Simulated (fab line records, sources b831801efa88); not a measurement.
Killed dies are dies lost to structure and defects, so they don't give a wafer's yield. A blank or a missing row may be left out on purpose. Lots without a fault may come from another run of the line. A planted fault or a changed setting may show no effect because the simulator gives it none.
Which tool did it? | flow sky130 | 12 lots, 36 wafers sampled, at 3 steps of a route of 708

WHAT THE GAUGES READ, wafer by wafer
SKY_VIA2_BOW_MEAS_03.
lot  | measured     | on            | VIA2_BOW (um)
L414 | day 36 20:16 | film_metro-04 | 88 90 93
L417 | day 36 21:46 | film_metro-03 | 83 78 75
L415 | day 37 02:49 | film_metro-03 | 94 87 84
L413 | day 37 03:32 | film_metro-03 | 90 92 102
L416 | day 37 05:52 | film_metro-03 | 81 87 78
L419 | day 37 12:52 | film_metro-04 | 86 94 98
L418 | day 37 15:56 | film_metro-01 | 74 82 97
L420 | day 37 19:22 | film_metro-01 | 84 86 82
L425 | day 39 08:49 | film_metro-01 | 91 90 81
L428 | day 40 02:08 | film_metro-03 | 97 91 92
L432 | day 41 04:42 | film_metro-01 | 91 80 92
L436 | day 42 07:53 | film_metro-01 | 95 86 79

SKY_VIA2_CD_MEAS_12: target cd 200 nm.
lot  | measured     | on        | cd_nm (nm)
L414 | day 37 21:11 | cd_sem-02 | 199.3 199.4 200.4
L417 | day 37 23:06 | cd_sem-02 | 202.5 200.7 201.5
L415 | day 38 03:48 | cd_sem-02 | 200.1 200.2 199.5
L413 | day 38 04:47 | cd_sem-02 | 199.7 199.3 198.4
L416 | day 38 07:24 | cd_sem-02 | 198.3 199.0 197.8
L419 | day 38 13:47 | cd_sem-02 | 200.7 200.6 201.0
L418 | day 38 17:05 | cd_sem-02 | 197.9 200.4 198.8
L420 | day 38 20:02 | cd_sem-02 | 201.4 200.1 201.5
L425 | day 40 09:35 | cd_sem-01 | 198.0 201.5 199.6
L428 | day 41 02:20 | cd_sem-02 | 200.0 201.2 200.4
L432 | day 42 04:32 | cd_sem-01 | 199.9 200.3 199.8
L436 | day 43 07:04 | cd_sem-02 | 198.2 199.0 198.6

SKY_CAPM_THK_MEAS_01.
lot  | measured     | on            | CAPM_CVD_00_THK (nm)
L414 | day 37 22:54 | film_metro-03 | 15.41 15.45 15.84
L417 | day 38 00:48 | film_metro-03 | 15.42 15.03 15.38
L415 | day 38 05:34 | film_metro-01 | 15.23 15.50 15.34
L413 | day 38 06:32 | film_metro-02 | 15.59 15.68 15.92
L416 | day 38 09:08 | film_metro-03 | 15.43 15.19 15.70
L419 | day 38 15:30 | film_metro-03 | 15.27 15.50 15.45
L418 | day 38 18:45 | film_metro-03 | 15.14 15.35 15.01
L420 | day 38 21:43 | film_metro-02 | 15.74 15.65 15.77
L425 | day 40 11:17 | film_metro-01 | 15.19 15.26 15.44
L428 | day 41 04:05 | film_metro-01 | 15.24 15.13 15.18
L432 | day 42 06:14 | film_metro-02 | 15.71 15.52 15.80
L436 | day 43 10:40 | film_metro-03 | 15.09 14.99 15.30

WHICH TOOL RAN EACH LOT (tool, then ch and the chambers of the sampled wafers, then the start)
The record holds no process step before these readings.

WHAT THE TOOLS THEMSELVES READ (means of the sampled wafers that have a number; where no wafer has one, the mark that the record gives instead)
The record holds no such reading with a usual standard deviation.

THE ANSWER, worked out from the rows above alone
Rule: what is usual is taken from the lots themselves. Put in order of their means at a reading, lots are off if they are a third of the lots or fewer, leave a main group of 4 or more, and stand apart from it by a gap of 3 or more times the standard deviation of the main group's means; of several such gaps the widest counts. A main group whose means are all the same, to the digits that the tables above print for the reading, isn't used. A lot without any number at a reading at which 4 lots or more have one is off too. The other lots that the step has rows for count as sound. The gauges are gone through in route order, then the tools' own readings, and for those a lot's mean is taken as printed above. The first step at which some lot is off is used, and at that step the reading that is off furthest; a lot without a number counts as furthest.
No lot is off at any reading shown: from this, nothing can be told.

WHAT THE SIMULATOR HAD PUT IN
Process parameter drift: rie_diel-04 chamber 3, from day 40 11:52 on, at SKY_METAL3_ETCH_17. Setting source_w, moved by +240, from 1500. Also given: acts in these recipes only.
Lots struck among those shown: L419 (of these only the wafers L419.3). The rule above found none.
